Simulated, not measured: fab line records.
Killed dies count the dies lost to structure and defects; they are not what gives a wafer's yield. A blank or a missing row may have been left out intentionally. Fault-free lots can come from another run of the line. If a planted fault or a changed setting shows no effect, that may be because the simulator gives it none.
fab line records ; flow sky130
[record] lots = 7; wafers = 19; lastDay = 50
route steps=708 shown PWDE@50 NWELL@56 PAD_OPEN@708
lots that met no fault: taken from a fault-free run of the same line
startH: hours from the record's opening day to when the first of the lot's shown wafers began ; waitH: hours from the lot's prior step to this one ; " identical to the entry in the row above ; L1.1+2: one row covering several wafers at once ; - no value present, or no start provided ; * or withheld: withheld ; < > ~ a bound
route shown NAME@n: names a module that has steps shown in the file, with the first one's number in the route ; usual: the fault-free wafers' mean and standard deviation ; same: alike in all rows ; chamber/n: place in a boat ; sites: each site's reading ; _std_site: the standard deviation of these ; _edge_site: outer sites' mean less inner sites' ; radiusMm: how far each site lies from the wafer's centre ; mask NAME#n: copy n ; behind: the tool/chamber that last shaped the wafer ; hold: why the lot was held/for how many hours/how that ended ; device: the transistor (n, p or np) that didn't switch ; end of line: at the end of the route, the tests of the same wafers ; step lacking rows: just its recipe ; killed: the dies lost at the first sort to structure and to defects; this is not the yield of the wafer ; map: per-die view of a wafer (x killed, . not killed, _ where there is no die)
set.NAME: the setting as run; set.NAME@STEP: as run at that earlier step ; model.NAME: the simulator's own value behind a step, which no gauge read
lots seen at some steps along the route; tables by step, rows by wafer
services: from which hour (startH, from the record's first day; less than 0 if before it) a tool's chamber was out of use, for how many hours, and why
[[steps]]
[step SKY_PWDE_PEB_05]
[recipe] tempC = 115; timeS = withheld
[step SKY_PWDE_DEVELOP_06]
[recipe] wallAngleDeg = 90; developer = TMAH; developTimeS = 60; devTempC = 23
[step SKY_PWDE_OVL_MEAS_07]
[usual] PWDE_OVL = 1.0/1.1
lot.wafer;tool;chamber;startH;waitH;PWDE_OVL[nm]
L196.2;overlay-01;-;74.78;-;1.1
L196.3;overlay-01;-;74.78;-;-0.4
L196.6;overlay-01;-;74.78;-;1.8
L200.1;overlay-01;-;102.42;-;0.8
L200.3;overlay-01;-;102.42;-;0.3
L200.6;overlay-01;-;102.42;-;1.2
L206.1;overlay-01;-;134.37;-;1.9
L206.5;overlay-01;-;134.37;-;1.1
L206.6;overlay-01;-;134.37;-;1.1
L207.1;overlay-02;-;137.17;-;0.0
L207.6;overlay-02;-;137.17;-;3.5
L210.1;overlay-01;-;153.62;-;0.4
L210.5;overlay-01;-;153.62;-;0.5
L215.2;overlay-02;-;184.82;-;0.5
L215.5;overlay-02;-;184.82;-;0.9
L215.6;overlay-02;-;184.82;-;1.0
L216.1;overlay-02;-;189.07;-;2.0
L216.2;overlay-02;-;189.07;-;1.5
L216.3;overlay-02;-;189.07;-;1.5
[step SKY_PWDE_IMPLANT_08]
[recipe] species = B; energyKev = 150; doseCm2 = 3.6e+12; tiltDeg = withheld
[step SKY_PWDE_STRIP_09]
[recipe] chemistry = O2/N2; powerW = 1400; pressureMtorr = 1500; platenTempC = withheld; o2FlowSccm = 3000; n2FlowSccm = 300; overashFraction = 0.5
[usual] drypumpMotorCurrentA = 6.1/0.55; oesProductAu = 0.723/0.0049; stripTimeToEndpointS = 36.93/0.11
lot.wafer;tool;chamber;startH;waitH;drypumpMotorCurrentA;oesProductAu;rfHoursCounterH;stripTimeToEndpointS
L196.2;plasmaAsher-03;0;74.96;0.1;6.7;0.724;40;36.98
L196.3;plasmaAsher-03;0;74.96;0.1;6.7;0.723;-;36.91
L196.6;plasmaAsher-03;1;74.96;0.1;5.9;0.724;-;36.92
L200.1;plasmaAsher-03;1;102.61;0.1;5.9;0.724;43;36.90
L200.3;plasmaAsher-03;0;102.61;0.1;6.7;0.730;-;36.90
L200.6;plasmaAsher-03;1;102.61;0.1;5.9;0.727;-;36.80
L206.1;plasmaAsher-04;0;134.56;0.1;5.0;0.730;32;37.06
L206.5;plasmaAsher-04;0;134.56;0.1;5.0;0.716;-;37.09
L206.6;plasmaAsher-04;1;134.56;0.1;5.3;0.735;-;37.05
L207.1;plasmaAsher-01;0;137.35;0.1;6.6;0.722;43;36.92
L207.6;plasmaAsher-01;0;137.35;0.1;6.6;0.732;-;36.80
L210.1;plasmaAsher-01;1;153.81;0.1;6.0;0.720;45;36.79
L210.5;plasmaAsher-01;1;153.81;0.1;6.0;0.719;-;36.88
L215.2;plasmaAsher-03;1;185.00;0.1;5.9;0.716;6;37.17
L215.5;plasmaAsher-03;0;185.00;0.1;6.7;0.730;-;37.08
L215.6;plasmaAsher-03;1;185.00;0.1;5.9;0.713;-;37.03
L216.1;plasmaAsher-03;1;189.26;0.1;5.9;0.722;7;36.92
L216.2;plasmaAsher-03;0;189.26;0.1;6.7;0.727;7;36.75
L216.3;plasmaAsher-03;1;189.26;0.1;5.9;0.722;-;36.80
[step SKY_PWDE_TW_MEAS_10]
[usual] PWDE_TW = 375.0/2.5
lot.wafer;tool;chamber;startH;waitH;PWDE_TW
L196.2;filmMetro-01;-;75.07;0.1;379.4
L196.3;filmMetro-01;-;75.07;0.1;379.6
L196.6;filmMetro-01;-;75.07;0.1;380.8
L200.1;filmMetro-01;-;102.71;0.1;374.2
L200.3;filmMetro-01;-;102.71;0.1;373.6
L200.6;filmMetro-01;-;102.71;0.1;375.4
L206.1;filmMetro-01;-;134.66;0.1;378.8
L206.5;filmMetro-01;-;134.66;0.1;380.9
L206.6;filmMetro-01;-;134.66;0.1;375.3
L207.1;filmMetro-01;-;137.45;0.1;376.8
L207.6;filmMetro-01;-;137.45;0.1;379.5
L210.1;filmMetro-02;-;153.91;0.1;376.3
L210.5;filmMetro-02;-;153.91;0.1;376.3
L215.2;filmMetro-03;-;185.11;0.1;375.2
L215.5;filmMetro-03;-;185.11;0.1;376.4
L215.6;filmMetro-03;-;185.11;0.1;373.0
L216.1;filmMetro-02;-;189.36;0.1;372.8
L216.2;filmMetro-02;-;189.36;0.1;373.9
L216.3;filmMetro-02;-;189.36;0.1;377.0
[step SKY_NWELL_DEHYDRATE_03]
[recipe] tempC = 200; timeS = 60
[step SKY_NWELL_HMDS_04]
[recipe] primeTimeS = 60; primeTempC = 120
[step SKY_NWELL_COAT_05]
[recipe] spinRpm = 2000; resistThkNm = 3000
[step SKY_NWELL_SOFTBAKE_06]
[recipe] tempC = 110; timeS = withheld
[step SKY_NWELL_EXPOSE_07]
[recipe] maskId = NWM; na = 0.6; sourceShape = conventional; sigmaOuter = 0.6; polarization = unpolarized; targetCdNm = 840; doseMj = 255
[step SKY_NWELL_PEB_08]
[recipe] tempC = 115; timeS = withheld
[step SKY_NWELL_DEVELOP_09]
[recipe] wallAngleDeg = 90; developer = TMAH; developTimeS = 60; devTempC = 23
lot.wafer;tool;chamber;startH;waitH
L196.2+3+6;lithoTrack-02;0;91;-
L200.1+3+6;lithoTrack-04;0;121;-
L206.1+5+6;lithoTrack-04;0;153;-
L207.1+6;lithoTrack-04;0;155;-
L210.1+5;lithoTrack-04;0;173;-
L215.2+5+6;lithoTrack-03;0;205;-
L216.1+2+3;lithoTrack-02;0;210;-
[step SKY_NWELL_OVL_MEAS_10]
[usual] NWELL_00_OVL = 0.2/1.4
lot.wafer;tool;chamber;startH;waitH;NWELL_00_OVL[nm]
L196.2;overlay-01;-;91.48;-;2.1
L196.3;overlay-01;-;91.48;-;1.8
L196.6;overlay-01;-;91.48;-;-0.1
L200.1;overlay-02;-;121.45;-;0.9
L200.3;overlay-02;-;121.45;-;-1.0
L200.6;overlay-02;-;121.45;-;-1.0
L206.1;overlay-01;-;153.70;-;-
L206.5;overlay-01;-;153.70;-;-
L206.6;overlay-01;-;153.70;-;-1.8
L207.1;overlay-02;-;155.35;-;-
L207.6;overlay-02;-;155.35;-;-0.8
L210.1;overlay-01;-;173.30;-;-
L210.5;overlay-01;-;173.30;-;-
L215.2;overlay-02;-;205.19;-;-0.8
L215.5;overlay-02;-;205.19;-;0.9
L215.6;overlay-02;-;205.19;-;1.3
L216.1;overlay-02;-;210.27;-;-1.0
L216.2;overlay-02;-;210.27;-;-1.3
L216.3;overlay-02;-;210.27;-;-2.7
[step SKY_NWELL_IMPLANT_11]
[recipe] species = P; energyKev = 400; doseCm2 = 1.9e+13; tiltDeg = withheld
[step SKY_NWELL_IMPLANT_12]
[recipe] species = P; energyKev = 120; doseCm2 = 1.3e+12; tiltDeg = withheld
[step SKY_NWELL_IMPLANT_13]
[recipe] species = P; energyKev = 50; doseCm2 = 7e+11; tiltDeg = withheld
[step SKY_NWELL_STRIP_14]
[recipe] chemistry = O2/N2; powerW = 1400; pressureMtorr = 1500; platenTempC = withheld; o2FlowSccm = 3000; n2FlowSccm = 300; overashFraction = 0.5
[usual] drypumpMotorCurrentA = 5.6/0.48; oesProductAu = 0.723/0.0045; stripTimeToEndpointS = 36.92/0.11
lot.wafer;tool;chamber;startH;waitH;drypumpMotorCurrentA;oesProductAu;rfHoursCounterH;stripTimeToEndpointS
L196.2;plasmaAsher-02;0;91.96;0.1;5.6;0.721;42;36.97
L196.3;plasmaAsher-02;1;91.96;0.1;5.3;0.730;-;36.93
L196.6;plasmaAsher-02;1;91.96;0.1;5.4;0.727;-;36.93
L200.1;plasmaAsher-02;0;121.93;0.1;5.6;0.724;45;37.07
L200.3;plasmaAsher-02;1;121.93;0.1;5.4;0.722;-;37.04
L200.6;plasmaAsher-02;1;121.93;0.1;5.3;0.721;-;36.97
L206.1;plasmaAsher-01;1;154.26;0.1;6.0;0.717;45;36.90
L206.5;plasmaAsher-01;1;154.26;0.1;6.0;0.732;-;37.07
L206.6;plasmaAsher-01;0;154.26;0.1;6.6;0.723;-;37.02
L207.1;plasmaAsher-02;1;155.83;0.1;5.4;0.716;49;36.77
L207.6;plasmaAsher-02;1;155.83;0.1;5.4;0.724;-;36.80
L210.1;plasmaAsher-01;0;173.78;0.1;6.6;0.719;47;36.85
L210.5;plasmaAsher-01;0;173.78;0.1;6.6;0.734;-;36.90
L215.2;plasmaAsher-02;0;205.67;0.1;5.6;0.727;54;37.01
L215.5;plasmaAsher-02;1;205.67;0.1;5.4;0.724;-;36.94
L215.6;plasmaAsher-02;0;205.67;0.1;5.6;0.728;-;36.98
L216.1;plasmaAsher-04;0;210.75;0.1;5.0;0.723;39;36.82
L216.2;plasmaAsher-04;1;210.75;0.1;5.3;0.728;39;36.86
L216.3;plasmaAsher-04;1;210.75;0.1;5.3;0.722;-;36.76
[step SKY_NWELL_TW_MEAS_15]
[usual] NWELL_TW = 1830/12
lot.wafer;tool;chamber;startH;waitH;hold;NWELL_TW
L196.2;filmMetro-03;-;92.07;0.1;-;1805
L196.3;filmMetro-03;-;92.07;0.1;-;1805
L196.6;filmMetro-03;-;92.07;0.1;-;1804
L200.1;filmMetro-01;-;122.03;0.1;-;1842
L200.3;filmMetro-01;-;122.03;0.1;-;1839
L200.6;filmMetro-01;-;122.03;0.1;-;1843
L206.1;filmMetro-02;-;154.36;0.1;awaitDispo/0.2h/release;30
L206.5;filmMetro-02;-;154.36;0.1;awaitDispo/0.2h/release;30
L206.6;filmMetro-02;-;154.36;0.1;awaitDispo/0.2h/release;1826
L206.1;filmMetro-02;-;154.59;0.2;-;30
L206.5;filmMetro-02;-;154.59;0.2;-;30
L206.6;filmMetro-02;-;154.59;0.2;-;1830
L207.1;filmMetro-02;-;155.93;0.1;awaitDispo/0.2h/release;30
L207.6;filmMetro-02;-;155.93;0.1;awaitDispo/0.2h/release;1826
L207.1;filmMetro-02;-;156.16;0.2;-;30
L207.6;filmMetro-02;-;156.16;0.2;-;1821
L210.1;filmMetro-02;-;173.88;0.1;awaitDispo/0.2h/release;30
L210.5;filmMetro-02;-;173.88;0.1;awaitDispo/0.2h/release;30
L210.1;filmMetro-02;-;174.11;0.2;-;30
L210.5;filmMetro-02;-;174.11;0.2;-;30
L215.2;filmMetro-01;-;205.78;0.1;-;1836
L215.5;filmMetro-01;-;205.78;0.1;-;1845
L215.6;filmMetro-01;-;205.78;0.1;-;1833
L216.1;filmMetro-01;-;210.85;0.1;-;1837
L216.2;filmMetro-01;-;210.85;0.1;-;1843
L216.3;filmMetro-01;-;210.85;0.1;-;1844
[step SKY_PAD_OPEN_PROBE_99]
[usual] killed_at_M0_to_M3 = 42/7.3; killed_at_M4_up = 3.2/1.8; killedAtContacts = 25/5.2; killedAtFrontEnd = 15/4.6; killedAtOther = 0.3/0.62; killedDies = 85/9.9; killedOnRim = 17/3.9; killedOpen = 46/7.1; killedShort = 38/5.7
[same] grossDies = 492; killedAtBackSide = 0
lot.wafer;tool;chamber;startH;waitH;hold;killed_at_M0_to_M3;killed_at_M4_up;killedAtContacts;killedAtFrontEnd;killedAtOther;killedDies;killedOnRim;killedOpen;killedShort
L196.2;prober-02;-;1086.17;0.1;-;41;2;26;20;0;89;20;46;43
L196.3;prober-02;-;1086.22;0.2;-;34;2;33;15;0;84;13;46;38
L196.6;prober-02;-;1086.37;0.2;-;38;2;25;16;0;81;16;48;33
L200.1;prober-01;-;1110.79;0.1;-;58;1;25;11;1;96;17;55;41
L200.3;prober-01;-;1110.89;0.2;-;43;8;30;11;0;92;17;55;35
L200.6;prober-01;-;1111.04;0.2;-;42;3;30;10;1;86;18;41;44
L206.1;prober-01;-;1140.48;0.1;awaitDispo/2.9h/release;33;6;28;425;0;492;96;49;32
L206.5;prober-01;-;1140.68;0.2;awaitDispo/2.9h/release;41;0;33;417;1;492;96;52;43
L206.6;prober-01;-;1140.73;0.2;awaitDispo/2.9h/release;43;2;32;15;0;92;16;49;43
L207.1;prober-02;-;1142.99;0.1;awaitDispo/2.0h/release;45;4;24;419;0;492;96;45;34
L207.6;prober-02;-;1143.24;0.2;awaitDispo/2.0h/release;35;4;21;7;1;68;16;34;34
L210.1;prober-01;-;1165.05;0.1;awaitDispo/2.5h/release;42;4;18;428;0;492;96;38;35
L210.5;prober-01;-;1165.25;0.2;awaitDispo/2.5h/release;49;1;28;414;0;492;96;50;35
L215.2;prober-02;-;1186.79;0.1;-;46;1;23;16;1;87;22;42;44
L215.5;prober-02;-;1186.94;0.2;-;41;5;30;20;0;96;30;46;49
L215.6;prober-02;-;1186.99;0.2;-;37;2;33;13;1;86;14;56;27
L216.1;prober-01;-;1191.67;0.1;-;31;2;21;11;0;65;14;37;28
L216.2;prober-01;-;1191.72;0.1;-;42;2;25;14;0;83;11;43;40
L216.3;prober-01;-;1191.77;0.2;-;27;3;31;10;2;73;13;43;30
// killed by level:class
L196.2 VIA1:geometricParticle:open=11 CONTACT:geometricParticle:open=9 CONTACT:geometricParticle:short=7 FIELD_ISO:geometricParticle:short=6 POLY_GATE:geometricParticle:short=5 VIA3:geometricParticle:open=5 METAL2:geometricParticle:short=5 METAL3:geometricParticle:short=5
L196.3 LI_CONTACT:geometricParticle:open=12 CONTACT:geometricParticle:open=11 VIA1:geometricParticle:open=9 CONTACT:geometricParticle:short=7 METAL1:geometricParticle:short=7 FIELD_ISO:geometricParticle:short=4 POLY_GATE:geometricParticle:short=4 POLY_GATE:geometricParticle:open=4
L196.6 VIA1:geometricParticle:open=10 CONTACT:geometricParticle:short=9 CONTACT:geometricParticle:open=8 VIA3:geometricParticle:open=8 METAL1:geometricParticle:short=6 LI_CONTACT:geometricParticle:open=4 LOCAL_INTERCONNECT:geometricParticle:short=4 FIELD_ISO:geometricParticle:open=3
L200.1 VIA1:geometricParticle:open=14 CONTACT:geometricParticle:open=13 VIA3:geometricParticle:open=11 METAL1:geometricParticle:short=7 VIA2:geometricParticle:open=7 METAL2:geometricParticle:short=6 VIA1:geometricParticle:short=5 SPACER:geometricParticle:short=4
L200.3 VIA1:geometricParticle:open=13 LI_CONTACT:geometricParticle:open=11 VIA2:geometricParticle:open=8 FIELD_ISO:geometricParticle:open=5 CONTACT:geometricParticle:short=5 METAL2:geometricParticle:short=5 METAL4:geometricParticle:short=5 LOCAL_INTERCONNECT:geometricParticle:short=4
L200.6 VIA1:geometricParticle:open=11 CONTACT:geometricParticle:open=8 LI_CONTACT:geometricParticle:open=7 LI_CONTACT:geometricParticle:short=6 VIA1:geometricParticle:short=6 METAL1:geometricParticle:short=5 CONTACT:geometricParticle:short=5 VIA2:geometricParticle:open=5
L206.1 NWELL:areaDevelop=411 CONTACT:geometricParticle:open=11 FIELD_ISO:geometricParticle:open=6 VIA1:geometricParticle:open=6 LI_CONTACT:geometricParticle:short=6 VIA2:geometricParticle:open=6 LI_CONTACT:geometricParticle:open=5 METAL2:geometricParticle:short=5
L206.5 NWELL:areaDevelop=397 CONTACT:geometricParticle:open=12 LI_CONTACT:geometricParticle:open=8 VIA1:geometricParticle:open=7 VIA2:geometricParticle:open=7 METAL1:geometricParticle:short=6 VIA1:geometricParticle:short=6 FIELD_ISO:geometricParticle:open=5
L206.6 LI_CONTACT:geometricParticle:open=10 VIA1:geometricParticle:open=10 LOCAL_INTERCONNECT:geometricParticle:short=7 CONTACT:geometricParticle:open=7 VIA2:geometricParticle:open=6 VIA3:geometricParticle:open=6 VIA1:geometricParticle:short=5 METAL2:geometricParticle:short=5
L207.1 NWELL:areaDevelop=413 CONTACT:geometricParticle:open=9 VIA1:geometricParticle:open=9 METAL2:geometricParticle:short=8 VIA2:geometricParticle:open=7 LI_CONTACT:geometricParticle:open=5 CONTACT:geometricParticle:short=5 VIA3:geometricParticle:short=5
L207.6 VIA1:geometricParticle:open=9 VIA2:geometricParticle:open=7 CONTACT:geometricParticle:open=6 METAL2:geometricParticle:short=6 CONTACT:geometricParticle:short=5 LI_CONTACT:geometricParticle:short=5 METAL4:geometricParticle:short=4 LI_CONTACT:geometricParticle:open=3
L210.1 NWELL:areaDevelop=419 VIA1:geometricParticle:open=12 CONTACT:geometricParticle:open=10 METAL2:geometricParticle:short=6 FIELD_ISO:geometricParticle:short=4 METAL1:geometricParticle:short=4 VIA1:geometricParticle:short=4 CONTACT:geometricParticle:short=3
L210.5 NWELL:areaDevelop=407 VIA1:geometricParticle:open=14 CONTACT:geometricParticle:open=10 VIA1:geometricParticle:short=9 LI_CONTACT:geometricParticle:open=8 VIA2:geometricParticle:open=7 LOCAL_INTERCONNECT:geometricParticle:short=5 METAL2:geometricParticle:short=4
L215.2 CONTACT:geometricParticle:open=9 METAL2:geometricParticle:short=7 CONTACT:geometricParticle:short=6 VIA3:geometricParticle:open=6 METAL1:geometricParticle:short=6 FIELD_ISO:geometricParticle:short=5 VIA1:geometricParticle:short=5 VIA1:geometricParticle:open=5
L215.5 LI_CONTACT:geometricParticle:open=10 VIA1:geometricParticle:open=10 VIA3:geometricParticle:open=7 CONTACT:geometricParticle:open=7 CONTACT:geometricParticle:short=7 LOCAL_INTERCONNECT:geometricParticle:short=6 VIA1:geometricParticle:short=6 POLY_GATE:geometricParticle:short=5
L215.6 CONTACT:geometricParticle:open=16 VIA1:geometricParticle:open=9 VIA2:geometricParticle:open=6 LI_CONTACT:geometricParticle:open=5 CONTACT:geometricParticle:short=4 METAL3:geometricParticle:short=4 VIA2:geometricParticle:short=4 FIELD_ISO:geometricParticle:open=3
L216.1 VIA2:geometricParticle:open=7 LI_CONTACT:geometricParticle:open=6 CONTACT:geometricParticle:open=6 VIA1:geometricParticle:open=5 POLY_GATE:geometricParticle:open=4 METAL3:geometricParticle:short=4 METAL2:geometricParticle:short=4 CONTACT:geometricParticle:short=3
L216.2 CONTACT:geometricParticle:open=12 LI_CONTACT:geometricParticle:open=7 VIA1:geometricParticle:open=7 VIA2:geometricParticle:open=7 FIELD_ISO:geometricParticle:short=6 METAL1:geometricParticle:short=6 VIA1:geometricParticle:short=5 CONTACT:geometricParticle:short=4
L216.3 LI_CONTACT:geometricParticle:open=9 CONTACT:geometricParticle:short=8 CONTACT:geometricParticle:open=7 VIA3:geometricParticle:open=7 VIA2:geometricParticle:open=6 METAL1:geometricParticle:short=4 VIA1:geometricParticle:short=4 FIELD_ISO:geometricParticle:open=3
// map L206.1 (x killed, . not)
__________xxxxxxxxxx_________
________xxxxxxxxxxxxxx_______
______xxxxxxxxxxxxxxxxxx_____
_____xxxxxxxxxxxxxxxxxxxx____
____xxxxxxxxxxxxxxxxxxxxxx___
___xxxxxxxxxxxxxxxxxxxxxxxx__
__xxxxxxxxxxxxxxxxxxxxxxxxxx_
_xxxxxxxxxxxxxxxxxxxxxxxxxxxx
_xxxxxxxxxxxxxxxxxxxxxxxxxxxx
_xxxxxxxxxxxxxxxxxxxxxxxxxxxx
_xxxxxxxxxxxxxxxxxxxxxxxxxxxx
_xxxxxxxxxxxxxxxxxxxxxxxxxxxx
_xxxxxxxxxxxxxxxxxxxxxxxxxxxx
_xxxxxxxxxxxxxxxxxxxxxxxxxxxx
_xxxxxxxxxxxxxxxxxxxxxxxxxxxx
__xxxxxxxxxxxxxxxxxxxxxxxxxx_
___xxxxxxxxxxxxxxxxxxxxxxxx__
____xxxxxxxxxxxxxxxxxxxxxx___
_____xxxxxxxxxxxxxxxxxxxx____
______xxxxxxxxxxxxxxxxxx_____
________xxxxxxxxxxxxxx_______
__________xxxxxxxxxx_________
// map L207.1 (x killed, . not)
__________xxxxxxxxxx_________
________xxxxxxxxxxxxxx_______
______xxxxxxxxxxxxxxxxxx_____
_____xxxxxxxxxxxxxxxxxxxx____
____xxxxxxxxxxxxxxxxxxxxxx___
___xxxxxxxxxxxxxxxxxxxxxxxx__
__xxxxxxxxxxxxxxxxxxxxxxxxxx_
_xxxxxxxxxxxxxxxxxxxxxxxxxxxx
_xxxxxxxxxxxxxxxxxxxxxxxxxxxx
_xxxxxxxxxxxxxxxxxxxxxxxxxxxx
_xxxxxxxxxxxxxxxxxxxxxxxxxxxx
_xxxxxxxxxxxxxxxxxxxxxxxxxxxx
_xxxxxxxxxxxxxxxxxxxxxxxxxxxx
_xxxxxxxxxxxxxxxxxxxxxxxxxxxx
_xxxxxxxxxxxxxxxxxxxxxxxxxxxx
__xxxxxxxxxxxxxxxxxxxxxxxxxx_
___xxxxxxxxxxxxxxxxxxxxxxxx__
____xxxxxxxxxxxxxxxxxxxxxx___
_____xxxxxxxxxxxxxxxxxxxx____
______xxxxxxxxxxxxxxxxxx_____
________xxxxxxxxxxxxxx_______
__________xxxxxxxxxx_________
[[services]]
tool;chamber;startH;hours;kind
plasmaAsher-04;-;54.10;0.7;repair
plasmaAsher-03;-;67.44;1.6;repair
plasmaAsher-01;-;68.85;14.6;pm
plasmaAsher-03;-;108.75;9.0;pm
plasmaAsher-03;0;108.75;9.0;ventCycle
plasmaAsher-03;1;108.75;9.0;ventCycle
plasmaAsher-03;0;117.75;-;clean
plasmaAsher-03;1;117.75;-;clean
plasmaAsher-03;-;167.15;4.1;repair
[[key]]
[firstSign] step = SKY_NWELL_OVL_MEAS_10; reading = NWELL_00_OVL; direction = missing
[effect] step = SKY_NWELL_TW_MEAS_15; reading = visit; direction = added
[effect] step = SKY_NWELL_TW_MEAS_15; reading = NWELL_TW; direction = down; sigmas = 99+; usual = 1830; struck = 30
[effect] step = SKY_PAD_OPEN_PROBE_99; reading = killedAtFrontEnd; direction = up; sigmas = 89; usual = 15; struck = 421
[moreKillsBornAt] SKY_NWELL_DEVELOP_09@lithoTrack-04 = 2047
metAt SKY_NWELL_DEVELOP_09
struckWafers L206.1,L206.5,L207.1,L210.1,L210.5
testerLeftOut L206,L207,L210
onsetBetween 121 153
[fault] kind = processParameterDrift; tool = lithoTrack-04; chamber = -; onsetH = 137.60; steps = SKY_NWELL_DEVELOP_09; channel = developTimeS; offset = *; shape = step; endH = 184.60; scope = struckWafersOnly; actsIn = *; stated = *
// testerLeftOut: of these lots the tester's yield and bins aren't shown, on N5 and GAA mostly nor the transistor test; their killed dies are dies lost to structure and defects alone, not to doping, threshold or leakage, so they don't give the yield
